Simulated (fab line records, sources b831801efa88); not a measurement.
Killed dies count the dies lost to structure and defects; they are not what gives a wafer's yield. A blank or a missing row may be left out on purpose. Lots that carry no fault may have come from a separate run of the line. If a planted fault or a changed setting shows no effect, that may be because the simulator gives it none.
fab line records	flow sky130
[record] lots = 6	wafers = 16	last-day = 51
route steps=708 shown CONTACT@410 PAD_OPEN@708
lots untouched by any fault: they come from a run of this same line in which no faults occurred
start-h: hours from the record's opening day to when the first of the lot's shown wafers began	wait-h: hours from the lot's prior step to this one	" unchanged from the row above	L1.1+2: a row that stands for several wafers	- no value present, or no start provided	* or withheld: withheld	< > ~ a bound
route shown NAME@n: names a module that has steps shown in the file, with the first one's number in the route	usual: mean/standard deviation taken from wafers without a fault	same: alike in all rows	chamber/n: place in a boat	sites: readings site by site	_std_site: standard deviation of those values	_edge_site: mean of outer sites minus mean of inner sites	radius-mm: for every site, how far away it sits from the centre of the wafer	mask NAME#n: copy n	behind: the tool/chamber that last shaped the wafer	hold: cause of the lot's hold/its duration in hours/its outcome	device: the transistor (n, p or np) that didn't switch	end of line: tests of these same wafers at the route's end	a step with no rows: only its recipe	killed: the dies lost at the first sort to structure and to defects; this is not the yield of the wafer	map: dies across one wafer; x = killed, . = not, _ = none there
set.NAME: the setting that was run; set.NAME@STEP: the one run at that earlier step	model.NAME: the simulator's own value behind a step, which no gauge read
certain route steps with their lots: each step a table, each wafer a row
services: a tool's chamber out of use, with start hour (start-h, from the record's first day; less than 0 if before it), hours out, and reason
[[steps]]
[step SKY_CONTACT_CMP_04]
[recipe] material = SiO2	down-force-psi = 4	platen-rpm = 60	pad-velocity-m-s = 0.94248
[usual] motor-current-A = 11.8/0.84	retaining-ring-pressure-frac = 0.999/0.0051	time-to-endpoint-s = 86/5.4
lot.wafer	tool	chamber	start-h	wait-h	motor-current-A	retaining-ring-pressure-frac	time-to-endpoint-s
L814.3	cmp-02	1	711.23	0.1	12.1	1.002	84
L814.2	"	2	"	"	12.2	1.000	93
L814.6	"	0	"	"	11.2	1.004	91
L821.1	cmp-02	3	774.79	0.4	12.2	0.995	89
L821.6	"	0	"	"	10.9	0.992	90
L821.5	"	1	"	"	11.7	0.999	81
L824.4	cmp-02	1	794.27	0.1	11.0	0.994	77
L824.5	"	0	"	"	11.3	0.996	84
L827.4	cmp-02	2	811.59	0.2	12.2	1.002	91
L827.5	"	3	"	"	11.5	0.995	93
L833.4	cmp-01	1	855.48	0.0	13.5	1.003	88
L833.2	"	0	"	"	11.5	0.997	88
L833.5	"	2	"	"	12.4	0.993	88
L836.2	cmp-01	1	907.84	0.1	14.3	0.994	97
L836.4	"	2	"	"	12.1	1.006	88
L836.5	"	1	"	"	13.7	1.004	101
[step SKY_CONTACT_BOW_MEAS_05]
[recipe] mode = bow
[usual] CONTACT_BOW = 82/6.3
lot.wafer	tool	chamber	start-h	wait-h	CONTACT_BOW[um]
L814.2	film-metro-02	-	711.50	0.2	77
L814.3	"	-	"	"	90
L814.6	"	-	"	"	79
L821.1	film-metro-01	-	774.94	0.1	88
L821.5	"	-	"	"	94
L821.6	"	-	"	"	81
L824.4	film-metro-04	-	794.53	0.2	82
L824.5	"	-	"	"	83
L827.4	film-metro-04	-	811.80	0.2	91
L827.5	"	-	"	"	82
L833.2	film-metro-01	-	855.80	0.1	78
L833.4	"	-	"	"	92
L833.5	"	-	"	"	92
L836.2	film-metro-02	-	908.11	0.2	87
L836.4	"	-	"	"	83
L836.5	"	-	"	"	86
[step SKY_CONTACT_DEHYDRATE_06]
[recipe] temp-c = 200	time-s = 60
[step SKY_CONTACT_HMDS_07]
[recipe] prime-time-s = 60	prime-temp-c = 120
[step SKY_CONTACT_COAT_08]
[recipe] resist = BARC	temp-c = withheld	time-s = withheld	spin-rpm = 3000	resist-thk-nm = 60
[step SKY_CONTACT_COAT_09]
[recipe] resist = KrF-thick	spin-rpm = 3000	resist-thk-nm = 450
[step SKY_CONTACT_SOFTBAKE_10]
[recipe] temp-c = 100	time-s = 90	resist = KrF-thick
[step SKY_CONTACT_EXPOSE_11]
[recipe] mask-id = CTM1	na = 0.8	source-shape = annular	sigma-inner = 0.55	sigma-outer = 0.85	target-cd-nm = 170	dose-mj = 38
[step SKY_CONTACT_PEB_12]
[recipe] peb-temp-c = withheld	peb-time-s = withheld	resist = KrF-thick
[step SKY_CONTACT_DEVELOP_13]
[recipe] develop-time-s = 60	resist = KrF-thick	dev-temp-c = 21
[step SKY_CONTACT_CD_MEAS_14]
[recipe] target-cd-nm = 170
[usual] cd-nm = 170.2/1.1
lot.wafer	tool	chamber	start-h	wait-h	cd-nm
L814.2	cd-sem-02	-	738.35	-	168.9
L814.3	"	-	"	"	169.0
L814.6	"	-	"	"	170.3
L821.1	cd-sem-01	-	800.14	-	170.0
L821.5	"	-	"	"	169.9
L821.6	"	-	"	"	170.1
L824.4	cd-sem-01	-	820.55	-	170.9
L824.5	"	-	"	"	169.4
L827.4	cd-sem-02	-	837.61	-	168.5
L827.5	"	-	"	"	169.1
L833.2	cd-sem-01	-	881.61	-	171.2
L833.4	"	-	"	"	171.1
L833.5	"	-	"	"	170.5
L836.2	cd-sem-02	-	932.96	-	169.4
L836.4	"	-	"	"	168.9
L836.5	"	-	"	"	170.1
[step SKY_CONTACT_OVL_MEAS_15]
[usual] CONTACT_OVL = 0/5
lot.wafer	tool	chamber	start-h	wait-h	CONTACT_OVL[nm]
L814.2	overlay-01	-	738.46	0.1	-3
L814.3	"	-	"	"	-6
L814.6	"	-	"	"	-7
L821.1	overlay-02	-	800.26	0.1	-2
L821.5	"	-	"	"	0
L821.6	"	-	"	"	2
L824.4	overlay-02	-	820.62	0.1	1
L824.5	"	-	"	"	5
L827.4	overlay-01	-	837.68	0.1	-4
L827.5	"	-	"	"	4
L833.2	overlay-01	-	881.71	0.1	2
L833.4	"	-	"	"	-1
L833.5	"	-	"	"	3
L836.2	overlay-01	-	933.06	0.1	-2
L836.4	"	-	"	"	2
L836.5	"	-	"	"	3
[step SKY_CONTACT_ETCH_16]
[recipe] chemistry = N2/H2	target = BARC	ion-energy-ev = 200	source-w = 500	bias-w = 100	pressure-mtorr = 30	n2-flow-sccm = 100	h2-flow-sccm = 200	stop-on = SiO2	time-s = 45.9	target-depth-a = 600
[usual] drypump-motor-current-A = 5.6/0.42	oes-product-au = 0.854/0.0051	throttle-valve-pct = 13.225/0.0081
[same] time-s = 45.9
lot.wafer	tool	chamber	start-h	wait-h	drypump-motor-current-A	oes-product-au	rf-hours-counter-h	throttle-valve-pct	model.KrF-thick_of_CONTACT_COAT_09.thk-nm	model.etch.depth-nm	model.CONTACT.cd-nm
L814.2	rie-diel-03	2	738.49	0.0	5.4	0.853	18	13.224	393.8	59.95	168.2
L814.3	"	3	"	"	6.2	0.860	39	13.227	392.2	59.98	169.1
L814.6	"	0	"	"	6.3	0.852	-	13.214	394.2	59.88	169.3
L821.1	rie-diel-01	2	800.29	0.0	5.9	0.863	20	13.218	392.6	60.18	169.5
L821.5	"	0	"	"	5.6	0.857	-	13.230	393.3	60.18	169.2
L821.6	"	2	"	"	5.9	0.861	-	13.231	391.8	60.21	169.4
L824.4	rie-diel-03	1	820.64	0.0	5.1	0.865	10	13.241	393	60.08	171.2
L824.5	"	2	"	"	5.4	0.799	-	13.215	406.9	53.24	165.1
L827.4	rie-diel-03	2	837.70	0.0	5.4	0.857	21	13.234	393.3	60.09	168
L827.5	"	3	"	"	6.3	0.812	-	13.223	406.8	54.09	167.3
L833.2	rie-diel-04	3	881.74	0.0	5.6	0.854	9	13.235	392.3	59.99	172.6
L833.4	"	1	"	"	4.9	0.851	17	13.215	391.7	59.92	171.5
L833.5	"	0	"	"	5.3	0.854	-	13.218	393.8	59.97	171.1
L836.2	rie-diel-01	2	933.09	0.0	5.9	0.851	24	13.218	394.6	59.97	169.2
L836.4	"	3	"	"	5.9	0.851	4	13.235	389.4	59.94	168.4
L836.5	"	0	"	"	5.6	0.852	-	13.221	394	59.92	169.2
[step SKY_CONTACT_ETCH_17]
[recipe] target = SiO2	chemistry = C4F8/O2/Ar	stop-on = Si3N4	mask-material = KrF-thick	source-w = 1500	bias-w = 1200	pressure-mtorr = 40	c4f8-flow-sccm = withheld	O2_flow_sccm = 6	Ar_flow_sccm = 300	time-s = withheld	target-depth-a = 3400
[usual] oes-product-au = 0.893/0.0052
lot.wafer	tool	chamber	start-h	wait-h	oes-product-au
L814.2	rie-diel-03	2	738.53	0.0	0.897
L814.3	"	3	"	"	0.891
L814.6	"	0	"	"	0.896
L821.1	rie-diel-01	2	800.33	0.0	0.899
L821.5	"	0	"	"	0.892
L821.6	"	2	"	"	0.899
L824.4	rie-diel-03	1	820.68	0.0	0.895
L824.5	"	2	"	"	0.891
L827.4	rie-diel-03	2	837.74	0.0	0.894
L827.5	"	3	"	"	0.882
L833.2	rie-diel-04	3	881.79	0.0	0.894
L833.4	"	1	"	"	0.900
L833.5	"	0	"	"	0.894
L836.2	rie-diel-01	2	933.14	0.0	0.894
L836.4	"	3	"	"	0.887
L836.5	"	0	"	"	0.893
[step SKY_CONTACT_ETCH_18]
[recipe] target = Si3N4	chemistry = CHF3/O2	stop-on = TiN	source-w = 600	bias-w = 200	pressure-mtorr = 40	chf3-flow-sccm = 50	O2_flow_sccm = 5	time-s = 39	target-depth-a = 750
[usual] drypump-motor-current-A = 5.6/0.43	oes-product-au = 0.853/0.009	throttle-valve-pct = 8.793/0.0093
[same] time-s = 39
lot.wafer	tool	chamber	start-h	wait-h	drypump-motor-current-A	oes-product-au	rf-hours-counter-h	throttle-valve-pct	model.KrF-thick_of_CONTACT_COAT_09.thk-nm	model.CONTACT.cd-nm
L814.2	rie-diel-03	2	-	-	5.4	0.841	18	8.787	244.3	167.2
L814.3	"	3	"	"	6.2	0.861	39	8.802	241.9	168.9
L814.6	"	0	"	"	6.4	0.870	-	8.792	250.4	169.1
L821.1	rie-diel-01	2	-	-	5.9	0.837	20	8.792	248.6	170
L821.5	"	0	"	"	5.6	0.853	-	8.794	246.2	168.8
L821.6	"	2	"	"	5.9	0.856	-	8.791	246.6	170.1
L824.4	rie-diel-03	1	-	-	5.1	0.858	10	8.791	239	171.2
L824.5	"	2	"	"	5.4	0.844	-	8.767	256.1	164
L827.4	rie-diel-03	2	-	-	5.4	0.870	21	8.802	242.5	167.1
L827.5	"	3	"	"	6.3	0.861	-	8.787	254.7	167.3
L833.2	rie-diel-04	3	-	-	5.6	0.857	9	8.796	241.6	172.7
L833.4	"	1	"	"	4.9	0.847	17	8.778	235.8	172
L833.5	"	0	"	"	5.3	0.859	-	8.796	242.7	171.4
L836.2	rie-diel-01	2	-	-	5.9	0.843	24	8.797	253.6	169.5
L836.4	"	3	"	"	5.9	0.840	4	8.797	235.2	168.8
L836.5	"	0	"	"	5.6	0.866	-	8.793	246.7	169
[step SKY_CONTACT_STRIP_19]
[recipe] chemistry = O2/N2	power-w = 1400	pressure-mtorr = 1500	platen-temp-c = withheld	o2-flow-sccm = 3000	n2-flow-sccm = 300	overash-fraction = 0.5
[usual] drypump-motor-current-A = 5.4/0.43	oes-product-au = 0.380/0.0049	strip-time-to-endpoint-s = 3.61/0.055
lot.wafer	tool	chamber	start-h	wait-h	drypump-motor-current-A	oes-product-au	rf-hours-counter-h	strip-time-to-endpoint-s
L814.2	plasma-asher-04	0	738.62	-	5.3	0.377	28	3.63
L814.3	"	1	"	"	5.1	0.380	-	3.61
L814.6	"	0	"	"	5.2	0.385	-	3.69
L821.1	plasma-asher-01	1	800.42	-	6.2	0.383	68	3.68
L821.5	"	0	"	"	5.3	0.387	-	3.66
L821.6	"	1	"	"	6.2	0.382	-	3.66
L824.4	plasma-asher-01	1	820.81	-	6.1	0.374	-	3.59
L824.5	"	1	"	"	6.1	0.393	-	3.76
L827.4	plasma-asher-01	1	837.87	-	6.1	0.384	-	3.61
L827.5	"	1	"	"	6.1	0.381	-	3.75
L833.2	plasma-asher-02	0	881.88	-	6.2	0.377	14	3.60
L833.4	"	1	"	"	5.1	0.379	-	3.53
L833.5	"	1	"	"	5.1	0.374	-	3.62
L836.2	plasma-asher-01	1	933.23	-	6.2	0.381	83	3.73
L836.4	"	0	"	"	5.3	0.371	-	3.53
L836.5	"	1	"	"	6.1	0.375	-	3.66
[step SKY_CONTACT_STRIP_20]
[recipe] chemistry = post-etch-residue-remover	time-s = 1200	temp-c = 72.5
[step SKY_PAD_OPEN_PROBE_99]
[usual] killed_at_M0_to_M3 = 43/6.5	killed_at_M4_up = 3.1/1.8	killed-at-contacts = 24/5.6	killed-at-front-end = 15/4.2	killed-at-other = 0.3/0.5	killed-dies = 86/8.9	killed-open = 47/6.9	killed-short = 39/5.9
[same] gross-dies = 492	killed-at-back-side = 0
lot.wafer	tool	chamber	start-h	wait-h	killed_at_M0_to_M3	killed_at_M4_up	killed-at-contacts	killed-at-front-end	killed-at-other	killed-dies	killed-open	killed-short	model.etest.mcon-chain.rc-ohm
L814.2	prober-02	-	1076.94	0.1	41	3	21	13	1	79	42	37	16.53
L814.3	prober-02	-	1076.99	0.2	34	3	27	12	0	76	40	36	17.55
L814.6	prober-02	-	1077.14	0.2	44	1	18	22	0	85	52	33	17.56
L821.1	prober-02	-	1124.41	0.1	37	2	26	18	0	83	45	38	16.11
L821.5	prober-02	-	1124.61	0.2	46	4	25	17	0	92	48	44	16.79
L821.6	prober-02	-	1124.66	0.2	43	2	20	18	1	84	37	47	17.44
L824.4	prober-01	-	1136.75	0.2	36	1	26	21	1	85	45	40	16.23
L824.5	prober-01	-	1136.80	0.2	49	1	22	13	0	85	47	38	28.2
L827.4	prober-02	-	1151.77	0.2	43	3	19	15	0	80	39	41	17.36
L827.5	prober-02	-	1151.82	0.2	44	2	31	10	0	87	49	38	23.87
L833.2	prober-02	-	1180.51	0.1	37	2	19	16	1	75	40	35	16.74
L833.4	prober-02	-	1180.61	0.2	52	3	28	12	0	95	55	40	16.4
L833.5	prober-02	-	1180.66	0.2	57	2	20	15	0	94	64	30	17.18
L836.2	prober-02	-	1212.08	0.1	44	1	21	23	0	89	59	30	16.56
L836.4	prober-02	-	1212.18	0.2	41	2	26	17	0	86	40	46	16.5
L836.5	prober-02	-	1212.23	0.2	44	1	36	15	1	97	52	45	16.03
// killed by level:class
L814.2 CONTACT:geometric-particle:open=9 VIA3:geometric-particle:short=8 POLY_GATE:geometric-particle:short=6 VIA3:geometric-particle:open=6 VIA1:geometric-particle:open=5 VIA2:geometric-particle:open=5 LOCAL_INTERCONNECT:geometric-particle:short=4 METAL1:geometric-particle:short=4
L814.3 CONTACT:geometric-particle:open=14 VIA1:geometric-particle:open=7 METAL2:geometric-particle:short=6 POLY_GATE:geometric-particle:short=5 METAL1:geometric-particle:short=5 VIA2:geometric-particle:open=5 LI_CONTACT:geometric-particle:open=4 CONTACT:geometric-particle:short=4
L814.6 VIA1:geometric-particle:open=11 VIA2:geometric-particle:open=9 CONTACT:geometric-particle:open=8 POLY_GATE:geometric-particle:open=7 VIA3:geometric-particle:open=7 METAL2:geometric-particle:short=5 LI_CONTACT:geometric-particle:open=5 VIA3:geometric-particle:short=5
L821.1 FIELD_ISO:geometric-particle:short=8 VIA2:geometric-particle:open=8 CONTACT:geometric-particle:open=8 LI_CONTACT:geometric-particle:open=7 FIELD_ISO:geometric-particle:open=6 LOCAL_INTERCONNECT:geometric-particle:short=6 VIA1:geometric-particle:open=5 VIA2:geometric-particle:short=5
L821.5 VIA1:geometric-particle:open=14 LI_CONTACT:geometric-particle:open=8 POLY_GATE:geometric-particle:open=7 CONTACT:geometric-particle:short=7 CONTACT:geometric-particle:open=7 METAL2:geometric-particle:short=7 VIA3:geometric-particle:open=6 FIELD_ISO:geometric-particle:short=5
L821.6 VIA3:geometric-particle:short=9 VIA2:geometric-particle:open=7 VIA3:geometric-particle:open=7 LOCAL_INTERCONNECT:geometric-particle:short=5 CONTACT:geometric-particle:open=5 FIELD_ISO:geometric-particle:short=4 FIELD_ISO:geometric-particle:open=4 POLY_GATE:geometric-particle:short=4
L824.4 VIA2:geometric-particle:open=11 CONTACT:geometric-particle:open=6 CONTACT:geometric-particle:short=5 POLY_GATE:geometric-particle:short=5 POLY_GATE:geometric-particle:open=5 LI_CONTACT:geometric-particle:open=5 LOCAL_INTERCONNECT:geometric-particle:short=5 FIELD_ISO:geometric-particle:open=4
L824.5 CONTACT:geometric-particle:open=13 VIA1:geometric-particle:open=13 VIA2:geometric-particle:open=8 METAL1:geometric-particle:short=7 METAL2:geometric-particle:short=6 VIA2:geometric-particle:short=5 POLY_GATE:geometric-particle:open=4 POLY_GATE:geometric-particle:short=4
L827.4 VIA1:geometric-particle:open=10 METAL2:geometric-particle:short=8 CONTACT:geometric-particle:open=7 VIA2:geometric-particle:open=6 METAL1:geometric-particle:short=6 VIA2:geometric-particle:short=5 FIELD_ISO:geometric-particle:open=4 VIA1:geometric-particle:short=4
L827.5 VIA1:geometric-particle:open=11 LI_CONTACT:geometric-particle:open=10 CONTACT:geometric-particle:short=8 CONTACT:geometric-particle:open=8 METAL2:geometric-particle:short=8 VIA2:geometric-particle:open=6 FIELD_ISO:geometric-particle:open=4 VIA1:geometric-particle:short=4
L833.2 VIA1:geometric-particle:open=7 LI_CONTACT:geometric-particle:open=6 CONTACT:geometric-particle:open=6 VIA2:geometric-particle:open=5 VIA3:geometric-particle:open=5 POLY_GATE:geometric-particle:open=4 POLY_GATE:geometric-particle:short=4 LOCAL_INTERCONNECT:geometric-particle:short=4
L833.4 CONTACT:geometric-particle:open=13 VIA1:geometric-particle:open=11 VIA1:geometric-particle:short=7 FIELD_ISO:geometric-particle:short=6 LI_CONTACT:geometric-particle:open=6 VIA3:geometric-particle:open=6 METAL1:geometric-particle:short=5 METAL2:geometric-particle:short=5
L833.5 VIA1:geometric-particle:open=17 VIA3:geometric-particle:open=13 CONTACT:geometric-particle:open=10 VIA1:geometric-particle:short=7 METAL1:geometric-particle:short=6 POLY_GATE:geometric-particle:open=5 VIA2:geometric-particle:open=5 FIELD_ISO:geometric-particle:short=4
L836.2 CONTACT:geometric-particle:open=13 VIA2:geometric-particle:open=8 VIA1:geometric-particle:open=7 VIA3:geometric-particle:open=7 FIELD_ISO:geometric-particle:open=5 FIELD_ISO:geometric-particle:short=5 LI_CONTACT:geometric-particle:open=5 METAL1:geometric-particle:short=4
L836.4 CONTACT:geometric-particle:open=13 POLY_GATE:geometric-particle:short=6 VIA2:geometric-particle:short=6 VIA1:geometric-particle:open=6 VIA3:geometric-particle:open=5 METAL1:geometric-particle:short=5 VIA1:geometric-particle:short=5 VIA2:geometric-particle:open=5
L836.5 CONTACT:geometric-particle:open=12 METAL1:geometric-particle:short=9 METAL2:geometric-particle:short=8 LI_CONTACT:geometric-particle:open=8 CONTACT:geometric-particle:short=8 VIA1:geometric-particle:open=8 POLY_GATE:geometric-particle:short=6 POLY_GATE:geometric-particle:open=6
[[services]]
tool	chamber	start-h	hours	kind
cmp-02	-	688.07	0.6	repair
cmp-02	-	689.87	8.6	pm
rie-diel-04	0	691.29	6.7	repair
plasma-asher-01	-	694.85	2.8	pm
cmp-02	-	701.02	0.5	repair
rie-diel-04	-	710.96	0.4	repair
rie-diel-04	3	711.32	10.7	repair
cmp-01	-	720.44	3.4	pm
rie-diel-01	0	731.64	6.9	repair
rie-diel-03	-	739.79	14.6	pm
cmp-02	-	744.11	4.0	pm
rie-diel-04	3	745.15	2.8	repair
rie-diel-04	3	756.04	2.6	repair
cmp-02	-	770.27	2.5	repair
cmp-01	-	772.61	15.7	repair
rie-diel-04	2	775.56	3.5	repair
rie-diel-03	1	788.88	2.7	repair
rie-diel-04	2	812.05	1.5	repair
cmp-01	-	824.60	0.7	repair
cmp-02	-	875.67	2.1	repair
rie-diel-03	2	880.46	2.4	repair
rie-diel-01	2	888.90	2.2	repair
rie-diel-01	-	907.19	4.3	pm
rie-diel-03	-	923.75	27.5	repair
[[key]]
[first-sign] step = SKY_CONTACT_ETCH_16	reading = oes-product-au	direction = down	sigmas = 9.6	usual = 0.854	struck = 0.805
[effect] step = SKY_CONTACT_STRIP_19	reading = strip-time-to-endpoint-s	direction = up	sigmas = 2.7	usual = *	struck = *
[model-effect] step = SKY_CONTACT_ETCH_16	value = KrF-thick_of_CONTACT_COAT_09.thk-nm	without = 393	struck = 406.9
[model-effect] step = SKY_CONTACT_ETCH_18	value = KrF-thick_of_CONTACT_COAT_09.thk-nm	without = 241.5	struck = 255.4
[model-effect] step = SKY_PAD_OPEN_PROBE_99	value = etest.mcon-chain.rc-ohm	without = 16.92	struck = 26.04
met-at SKY_CONTACT_ETCH_16
struck-wafers L824.5,L827.5
tester-left-out L824,L827
onset-between 738.49 820.64
[fault] kind = process-parameter-drift	tool = rie-diel-03	chamber = -	onset-h = 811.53	steps = SKY_CONTACT_ETCH_16	channel = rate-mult	offset = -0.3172	shape = step	end-h = 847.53	scope = struck-wafers-only
// tester-left-out: of these lots the tester's yield and bins aren't shown, on N5 and GAA mostly nor the transistor test; their killed dies are dies lost to structure and defects alone, not to doping, threshold or leakage, so they don't give the yield
